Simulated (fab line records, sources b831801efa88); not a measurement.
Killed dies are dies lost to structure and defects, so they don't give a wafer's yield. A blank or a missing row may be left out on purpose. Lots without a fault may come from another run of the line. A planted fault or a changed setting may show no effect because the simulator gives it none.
fab line records | flow sky130
record lots=7 wafers=21 last_day=50
route steps=708 shown SONOS_TUNNEL@156 SONOS_ONO@168 PAD_OPEN@708
lots that met no fault: from a run of the same line without faults
start_h: hours from the record's first day to the start of the lot's first wafer shown | wait_h: hours since the lot's step before | " the same as in the row above | L1.1+2: a row that stands for several wafers | - no value, or no start given | * or withheld: withheld | < > ~ a bound
route shown NAME@n: a module of which the file shows steps, and the number in the route of the first | usual: mean/standard deviation of fault-free wafers | same: alike in all rows | chamber/n: place in a boat | sites: the reading at each site | _std_site: their standard deviation | _edge_site: outer sites' mean less inner sites' | radius_mm: how far each site lies from the wafer's centre | mask NAME#n: copy n | behind: the tool/chamber that last shaped the wafer | hold: why the lot was held/for how many hours/how that ended | device: the transistor (n, p or np) that didn't switch | end of line: the same wafers' tests at the end of the route | a step without rows: its recipe alone | killed: dies lost to structure and defects at the first sort, not the wafer's yield | map: a wafer's dies, x killed, . not, _ none there
set.NAME: the setting as run; set.NAME@STEP: as run at that earlier step | model.NAME: the simulator's own value behind a step, which no gauge read
lots at some steps of the route; a table a step, a row a wafer
services: from which hour (start_h, from the record's first day; less than 0 if before it) a tool's chamber was out of use, for how many hours, and why
## steps
# step SKY_SONOS_TUNNEL_COAT_02
# recipe resist=NOVOLAK spin_rpm=3000 resist_thk_nm=1140
# step SKY_SONOS_TUNNEL_SOFTBAKE_03
# recipe temp_c=90 time_s=60 resist=NOVOLAK
# step SKY_SONOS_TUNNEL_EXPOSE_04
# recipe mask_id=TUNM na=0.6 source_shape=conventional sigma_outer=0.6 polarization=unpolarized target_cd_nm=410 dose_mj=136
# step SKY_SONOS_TUNNEL_PEB_05
# recipe temp_c=withheld time_s=* resist=NOVOLAK
# step SKY_SONOS_TUNNEL_DEVELOP_06
# recipe resist=NOVOLAK developer=TMAH develop_time_s=60 dev_temp_c=23
# step SKY_SONOS_TUNNEL_CD_MEAS_07
# recipe target_cd_nm=410
# usual cd_nm=409.9/2.2
# columns lot.wafer tool chamber start_h wait_h cd_nm
L937.1 cd_sem-02 - 245.86 0.1 406.7
L937.2 " - " " 408.5
L937.3 " - " " 407.6
L940.1 cd_sem-02 - 270.11 0.1 406.2
L940.4 " - " " 406.3
L940.6 " - " " 406.7
L945.1 cd_sem-01 - 313.98 0.1 413.7
L945.2 " - " " 414.5
L945.5 " - " " 412.7
L946.2 cd_sem-01 - 319.83 0.1 410.5
L946.3 " - " " 411.7
L946.4 " - " " 411.2
L947.1 cd_sem-01 - 326.46 0.1 411.2
L947.5 " - " " 413.7
L947.6 " - " " 411.0
L955.3 cd_sem-02 - 387.87 0.1 405.2
L955.5 " - " " 409.9
L955.6 " - " " 409.3
L958.1 cd_sem-01 - 415.46 0.1 411.1
L958.2 " - " " 410.5
L958.4 " - " " 411.7
# step SKY_SONOS_TUNNEL_OVL_MEAS_08
# usual SONOS_TUNNEL_OVL=-1.1/1.2
# columns lot.wafer tool chamber start_h wait_h SONOS_TUNNEL_OVL[nm]
L937.1 overlay-02 - 245.98 0.1 -3.1
L937.2 " - " " -2.8
L937.3 " - " " -1.7
L940.1 overlay-02 - 270.23 0.1 0.6
L940.4 " - " " -2.4
L940.6 " - " " 0.0
L945.1 overlay-02 - 314.10 0.1 -1.1
L945.2 " - " " -0.6
L945.5 " - " " -0.9
L946.2 overlay-02 - 319.93 0.1 -2.3
L946.3 " - " " 0.2
L946.4 " - " " -1.8
L947.1 overlay-02 - 326.58 0.1 -2.6
L947.5 " - " " -2.8
L947.6 " - " " -3.0
L955.3 overlay-01 - 387.97 0.1 -1.4
L955.5 " - " " 0.8
L955.6 " - " " -1.8
L958.1 overlay-02 - 415.58 0.1 -0.1
L958.2 " - " " 0.1
L958.4 " - " " -1.1
# step SKY_SONOS_TUNNEL_IMPLANT_09
# recipe species=B energy_kev=20 dose_cm2=1e+12 tilt_deg=withheld
# step SKY_SONOS_TUNNEL_WET_ETCH_10
# recipe chemistry=dHF target_depth_nm=14 target=SiO2 dilution=100:1 temp_c=25 time_s=280
# step SKY_SONOS_TUNNEL_STRIP_11
# recipe chemistry=SPM time_s=600 temp_c=130
# step SKY_SONOS_TUNNEL_TW_MEAS_12
# usual SONOS_TUNNEL_TW=198.4/0.96
# columns lot.wafer tool chamber start_h wait_h SONOS_TUNNEL_TW
L937.1 film_metro-01 - 246.44 0.0 197.6
L937.2 " - " " 196.9
L937.3 " - " " 197.5
L940.1 film_metro-03 - 270.69 0.0 198.9
L940.4 " - " " 198.7
L940.6 " - " " 198.8
L945.1 film_metro-03 - 314.57 0.0 198.3
L945.2 " - " " 198.0
L945.5 " - " " 197.8
L946.2 film_metro-01 - 320.39 0.0 196.9
L946.3 " - " " 196.8
L946.4 " - " " 197.0
L947.1 film_metro-02 - 327.06 0.0 198.9
L947.5 " - " " 198.7
L947.6 " - " " 198.3
L955.3 film_metro-02 - 388.42 0.0 199.5
L955.5 " - " " 200.1
L955.6 " - " " 199.0
L958.1 film_metro-02 - 416.02 0.0 198.4
L958.2 " - " " 198.9
L958.4 " - " " 199.1
# step SKY_SONOS_TUNNEL_CLEAN_13
# recipe chemistry=dHF time_s=20 dilution=100:1 dry=ipa_marangoni
# step SKY_SONOS_ONO_OXIDATION_00
# recipe temp_c=800 ambient=O2 idle_temp_c=700 ramp_up_c_per_min=10 ramp_down_c_per_min=3 stabilise_s=600 purge_s=300 target_thk_a=26 ox_time_s=1249
# usual spike_tc_centre_C=800.7/1.6 spike_tc_top_C=813.4/2.2 spike_tc_upper_C=799.4/1.1 tube_center_temp_C_max=802.1/0.35 zone_power_centre_pct=16.8/0.82 zone_power_top_pct=26.70/0.26 zone_power_upper_pct=14.7/1.1
# columns lot.wafer tool chamber start_h wait_h spike_tc_centre_C spike_tc_top_C spike_tc_upper_C tube_center_temp_C_max zone_power_centre_pct zone_power_top_pct zone_power_upper_pct model.SiO2_of_SONOS_ONO_OXIDATION_00.thk_nm
L937.1 furnace-01 0 246.78 0.3 799.2 810.1 800.0 801.9 16.1 26.91 15.4 2.624
L937.2 " 0 " " 800.4 811.0 800.2 802.0 16.2 26.96 15.3 2.653
L937.3 " 0 " " 799.6 813.2 800.3 801.8 15.9 26.67 15.5 2.676
L940.1 furnace-01 0 274.16 3.4 799.5 810.4 798.8 802.5 16.0 26.93 15.5 2.577
L940.4 " 0 " " 799.9 811.8 799.7 801.9 16.2 26.95 15.3 2.559
L940.6 " 0 " " 801.9 813.3 800.0 801.7 16.4 26.53 15.5 2.559
L945.1 furnace-01 0 321.51 6.9 798.8 809.0 817.6 801.8 13.1 22.87 23.0 2.689
L945.2 " 0 " " 795.6 808.4 820.4 802.6 12.8 22.98 22.5 2.703
L945.5 " 0 " " 798.9 808.8 819.8 802.5 13.0 23.06 22.9 2.762
L946.2 furnace-01 0 321.51 1.0 796.7 810.1 820.8 801.9 12.9 22.85 22.7 2.587
L946.3 " 0 " " 796.1 806.6 819.6 801.4 13.1 23.32 22.4 2.619
L946.4 " 0 " " 796.7 806.4 819.4 802.4 12.9 23.18 22.4 2.627
L947.1 furnace-01 0 335.63 8.5 797.4 806.6 820.5 802.6 13.0 23.19 22.1 2.623
L947.5 " 0 " " 795.9 808.7 820.9 802.0 13.0 22.95 22.5 2.757
L947.6 " 0 " " 796.7 808.1 818.7 802.0 12.9 23.21 22.7 2.806
L955.3 furnace-02 0 390.55 2.1 803.1 815.4 798.4 802.2 17.8 26.63 12.9 2.667
L955.5 " 0 " " 801.0 816.3 799.7 802.0 17.8 26.46 13.2 2.663
L955.6 " 0 " " 802.2 814.9 799.2 801.6 17.7 26.49 13.0 2.673
L958.1 furnace-02 0 418.15 2.1 803.6 818.0 798.2 801.6 17.5 26.96 12.9 2.633
L958.2 " 0 " " 803.1 816.0 801.0 802.6 18.1 26.66 13.2 2.584
L958.4 " 0 " " 803.2 815.7 797.6 801.5 17.8 26.87 13.0 2.554
# step SKY_SONOS_ONO_THK_MEAS_01
# recipe reads=SiO2_of_SONOS_ONO_OXIDATION_00
# usual SONOS_ONO_OXIDATION_THK=2.60/0.05
# columns lot.wafer tool chamber start_h wait_h SONOS_ONO_OXIDATION_THK[nm]
L937.1 film_metro-03 - 248.13 0.0 2.58
L937.2 " - " " 2.66
L937.3 " - " " 2.66
L940.1 film_metro-03 - 275.51 0.0 2.55
L940.4 " - " " 2.58
L940.6 " - " " 2.54
L945.1 film_metro-01 - 322.85 0.0 2.70
L945.2 " - " " 2.70
L945.5 " - " " 2.80
L946.2 film_metro-04 - 322.86 0.0 2.56
L946.3 " - " " 2.66
L946.4 " - " " 2.62
L947.1 film_metro-04 - 336.98 0.0 2.61
L947.5 " - " " 2.76
L947.6 " - " " 2.80
L955.3 film_metro-04 - 391.92 0.0 2.66
L955.5 " - " " 2.70
L955.6 " - " " 2.73
L958.1 film_metro-01 - 419.50 0.0 2.59
L958.2 " - " " 2.55
L958.4 " - " " 2.58
# step SKY_PAD_OPEN_PROBE_99
# usual killed_at_M0_to_M3=42/6.4 killed_at_M4_up=3.2/1.9 killed_at_contacts=24/4.8 killed_at_front_end=16/4.4 killed_at_other=0.3/0.55 killed_dies=86/8.6 killed_open=46/6.6 killed_short=39/5.7
# same gross_dies=492 killed_at_back_side=0
# columns lot.wafer tool chamber start_h wait_h killed_at_M0_to_M3 killed_at_M4_up killed_at_contacts killed_at_front_end killed_at_other killed_dies killed_open killed_short model.etest.cap_ono.gate_log10_a_cm2 model.etest.cap_ono.tox_acc_nm model.etest.sonos_erased.vt_v model.etest.sonos_baked.vt_less_v
L937.1 prober-02 - 1074.94 0.1 41 3 18 20 0 82 52 29 -7.817 12.89 -2.298 -0.5209
L937.2 prober-02 - 1074.99 0.1 36 6 23 11 0 76 35 39 -8.109 12.97 -2.208 -0.478
L937.3 prober-02 - 1075.04 0.2 49 2 22 19 0 92 58 34 -8.091 12.96 -2.224 -0.5129
L940.1 prober-02 - 1105.95 0.1 39 4 25 16 1 85 50 34 -8.191 13.07 -2.217 -0.468
L940.4 prober-02 - 1106.10 0.2 41 1 16 22 0 80 38 42 -8.24 13.16 -2.236 -0.4881
L940.6 prober-02 - 1106.20 0.2 46 6 21 22 1 96 37 59 -8.224 13.1 -2.171 -0.425
L945.1 prober-02 - 1130.70 0.1 55 3 30 13 0 101 57 44 -8.02 12.86 -2.208 -0.5033
L945.2 prober-02 - 1130.75 0.1 38 0 28 19 0 85 49 35 -8.114 13.02 -2.199 -0.4774
L945.5 prober-02 - 1130.90 0.2 42 2 21 13 1 79 45 33 -8.075 13.05 -2.189 -0.4432
L946.2 prober-01 - 1132.49 0.1 47 3 31 14 0 95 51 44 -7.994 12.95 -2.316 -0.5174
L946.3 prober-01 - 1132.54 0.2 36 4 22 20 1 83 44 39 -8.068 12.98 -2.231 -0.4197
L946.4 prober-01 - 1132.59 0.2 35 7 24 16 1 83 32 51 -8.041 12.98 -2.252 -0.472
L947.1 prober-02 - 1143.78 0.1 41 1 25 14 1 82 43 39 -7.998 12.94 -2.294 -0.5033
L947.5 prober-02 - 1143.98 0.2 38 5 27 17 1 88 46 42 -7.984 12.97 -2.226 -0.4677
L947.6 prober-02 - 1144.03 0.2 37 4 31 13 0 85 45 40 -8.109 13 -2.131 -0.4765
L955.3 prober-02 - 1174.39 0.2 39 5 25 21 1 91 48 40 -8.038 12.94 -2.244 -0.4546
L955.5 prober-02 - 1174.49 0.2 41 2 21 18 0 82 42 40 -8.165 13.13 -2.141 -0.4084
L955.6 prober-02 - 1174.54 0.2 49 3 19 18 0 89 48 41 -8.165 13.08 -2.145 -0.4187
L958.1 prober-02 - 1191.57 0.1 40 2 21 20 0 83 52 31 -7.755 12.82 -2.329 -0.5174
L958.2 prober-02 - 1191.62 0.1 45 3 13 12 0 73 37 36 -7.804 12.85 -2.306 -0.5474
L958.4 prober-02 - 1191.72 0.2 41 1 25 16 1 84 46 38 -7.933 12.92 -2.287 -0.5337
# killed by level:class
L937.1 CONTACT:geometric_particle:open=11 VIA2:geometric_particle:open=8 VIA1:geometric_particle:open=6 VIA2:geometric_particle:short=5 METAL1:geometric_particle:short=5 VIA3:geometric_particle:open=5 FIELD_ISO:geometric_particle:open=4 POLY_GATE:geometric_particle:open=4
L937.2 LI_CONTACT:geometric_particle:open=10 VIA1:geometric_particle:open=8 VIA3:geometric_particle:open=6 POLY_GATE:geometric_particle:short=5 LOCAL_INTERCONNECT:geometric_particle:short=5 METAL2:geometric_particle:short=5 VIA1:geometric_particle:short=5 CONTACT:geometric_particle:open=4
L937.3 VIA3:geometric_particle:open=13 VIA1:geometric_particle:open=9 LI_CONTACT:geometric_particle:open=7 VIA1:geometric_particle:short=7 FIELD_ISO:geometric_particle:short=5 CONTACT:geometric_particle:short=5 CONTACT:geometric_particle:open=5 FIELD_ISO:geometric_particle:open=4
L940.1 VIA1:geometric_particle:open=11 LI_CONTACT:geometric_particle:open=7 FIELD_ISO:geometric_particle:open=6 CONTACT:geometric_particle:open=6 VIA3:geometric_particle:open=6 FIELD_ISO:geometric_particle:short=5 CONTACT:geometric_particle:short=5 METAL1:geometric_particle:short=5
L940.4 VIA1:geometric_particle:open=9 METAL1:geometric_particle:short=8 CONTACT:geometric_particle:open=7 VIA2:geometric_particle:open=6 FIELD_ISO:geometric_particle:short=5 FIELD_ISO:geometric_particle:open=4 POLY_GATE:geometric_particle:open=4 POLY_GATE:geometric_particle:short=4
L940.6 METAL1:geometric_particle:short=12 CONTACT:geometric_particle:short=8 VIA1:geometric_particle:open=7 FIELD_ISO:geometric_particle:short=6 FIELD_ISO:geometric_particle:open=6 CONTACT:geometric_particle:open=6 VIA3:geometric_particle:open=6 VIA1:geometric_particle:short=5
L945.1 VIA1:geometric_particle:open=11 CONTACT:geometric_particle:open=9 METAL1:geometric_particle:short=9 VIA2:geometric_particle:open=8 VIA3:geometric_particle:open=8 LI_CONTACT:geometric_particle:short=7 LI_CONTACT:geometric_particle:open=6 CONTACT:geometric_particle:short=5
L945.2 VIA1:geometric_particle:open=13 CONTACT:geometric_particle:open=9 CONTACT:geometric_particle:short=6 LI_CONTACT:geometric_particle:open=6 METAL2:geometric_particle:short=5 VIA2:geometric_particle:open=5 FIELD_ISO:geometric_particle:short=4 POLY_GATE:geometric_particle:open=4
L945.5 VIA1:geometric_particle:open=11 CONTACT:geometric_particle:open=8 METAL1:geometric_particle:short=7 VIA3:geometric_particle:open=7 LI_CONTACT:geometric_particle:open=6 VIA2:geometric_particle:open=5 VIA1:geometric_particle:short=4 METAL2:geometric_particle:short=4
L946.2 CONTACT:geometric_particle:open=14 LI_CONTACT:geometric_particle:open=9 VIA1:geometric_particle:open=8 VIA2:geometric_particle:open=7 METAL2:geometric_particle:short=6 VIA2:geometric_particle:short=5 VIA3:geometric_particle:open=5 FIELD_ISO:geometric_particle:short=4
L946.3 FIELD_ISO:geometric_particle:short=8 VIA3:geometric_particle:open=7 LI_CONTACT:geometric_particle:open=6 CONTACT:geometric_particle:open=6 VIA1:geometric_particle:open=6 VIA1:geometric_particle:short=5 LOCAL_INTERCONNECT:geometric_particle:short=5 POLY_GATE:geometric_particle:open=4
L946.4 LOCAL_INTERCONNECT:geometric_particle:short=7 CONTACT:geometric_particle:open=7 FIELD_ISO:geometric_particle:short=6 VIA1:geometric_particle:short=6 METAL2:geometric_particle:short=6 METAL4:geometric_particle:short=6 LI_CONTACT:geometric_particle:open=5 CONTACT:geometric_particle:short=4
L947.1 VIA1:geometric_particle:open=9 VIA3:geometric_particle:open=8 CONTACT:geometric_particle:open=8 FIELD_ISO:geometric_particle:short=5 LOCAL_INTERCONNECT:geometric_particle:short=5 CONTACT:geometric_particle:short=5 METAL2:geometric_particle:short=5 VIA2:geometric_particle:open=5
L947.5 VIA2:geometric_particle:open=9 LI_CONTACT:geometric_particle:open=7 LOCAL_INTERCONNECT:geometric_particle:short=6 FIELD_ISO:geometric_particle:open=5 FIELD_ISO:geometric_particle:short=5 CONTACT:geometric_particle:short=5 METAL2:geometric_particle:short=5 POLY_GATE:geometric_particle:short=4
L947.6 CONTACT:geometric_particle:open=12 LOCAL_INTERCONNECT:geometric_particle:short=7 VIA1:geometric_particle:open=6 VIA2:geometric_particle:open=6 VIA1:geometric_particle:short=5 VIA3:geometric_particle:open=5 CONTACT:geometric_particle:short=4 METAL2:geometric_particle:short=4
L955.3 CONTACT:geometric_particle:open=9 VIA1:geometric_particle:open=9 VIA3:geometric_particle:open=8 FIELD_ISO:geometric_particle:short=6 LI_CONTACT:geometric_particle:open=6 METAL2:geometric_particle:short=5 VIA2:geometric_particle:open=5 FIELD_ISO:geometric_particle:open=4
L955.5 VIA1:geometric_particle:open=8 LI_CONTACT:geometric_particle:open=7 VIA1:geometric_particle:short=7 VIA2:geometric_particle:open=7 VIA3:geometric_particle:open=6 POLY_GATE:geometric_particle:short=5 POLY_GATE:geometric_particle:open=5 FIELD_ISO:geometric_particle:short=4
L955.6 VIA1:geometric_particle:open=12 CONTACT:geometric_particle:open=8 METAL2:geometric_particle:short=7 VIA3:geometric_particle:open=7 METAL1:geometric_particle:short=6 VIA2:geometric_particle:open=6 LI_CONTACT:geometric_particle:open=5 FIELD_ISO:geometric_particle:short=4
L958.1 CONTACT:geometric_particle:open=12 VIA3:geometric_particle:open=11 FIELD_ISO:geometric_particle:open=8 VIA1:geometric_particle:open=5 VIA2:geometric_particle:open=5 LI_CONTACT:geometric_particle:open=4 FIELD_ISO:geometric_particle:short=4 VIA1:geometric_particle:short=4
L958.2 VIA1:geometric_particle:open=7 VIA3:geometric_particle:open=7 VIA1:geometric_particle:short=6 VIA2:geometric_particle:open=6 VIA2:geometric_particle:short=5 LI_CONTACT:geometric_particle:open=4 VIA3:geometric_particle:short=4 POLY_GATE:geometric_particle:open=3
L958.4 CONTACT:geometric_particle:open=10 LI_CONTACT:geometric_particle:open=8 VIA3:geometric_particle:open=8 VIA1:geometric_particle:short=7 FIELD_ISO:geometric_particle:short=5 METAL1:geometric_particle:short=5 VIA1:geometric_particle:open=5 METAL2:geometric_particle:short=4
## services
# columns tool chamber start_h hours kind
furnace-01 - 248.13 3.5 pm
furnace-02 - 261.63 60.1 pm
furnace-02 - 321.70 17.8 pm
furnace-02 - 339.51 5.7 repair
furnace-01 - 342.31 3.0 pm
furnace-02 - 345.25 2.8 pm
furnace-02 - 348.01 3.7 pm
## key
first_sign step=SKY_SONOS_ONO_OXIDATION_00 reading=spike_tc_upper_C direction=up sigmas=18 usual=799.4 struck=819.8
effect step=SKY_SONOS_ONO_OXIDATION_00 reading=zone_power_top_pct direction=down sigmas=14 usual=26.70 struck=23.07
effect step=SKY_SONOS_ONO_THK_MEAS_01 reading=SONOS_ONO_OXIDATION_THK direction=up sigmas=1.7 usual=2.60 struck=2.69 wafers_moved=3
model_effect step=SKY_SONOS_ONO_OXIDATION_00 value=SiO2_of_SONOS_ONO_OXIDATION_00.thk_nm without=2.598 struck=2.686
model_effect step=SKY_PAD_OPEN_PROBE_99 value=etest.cap_ono.gate_log10_a_cm2 without=-7.931 struck=-8.045
met_at SKY_SONOS_ONO_OXIDATION_00
struck_wafers L945.1,L945.2,L945.5,L946.2,L946.3,L946.4,L947.1,L947.5,L947.6
tester_left_out L945,L946,L947
onset_between 274.16 321.51
fault kind=process_parameter_drift tool=furnace-01 chamber=- onset_h=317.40 steps=SKY_SONOS_ONO_OXIDATION_00 channel=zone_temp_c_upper offset=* shape=step end_h=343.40
# tester_left_out: of these lots the tester's yield and bins aren't shown, on N5 and GAA mostly nor the transistor test; their killed dies are dies lost to structure and defects alone, not to doping, threshold or leakage, so they don't give the yield
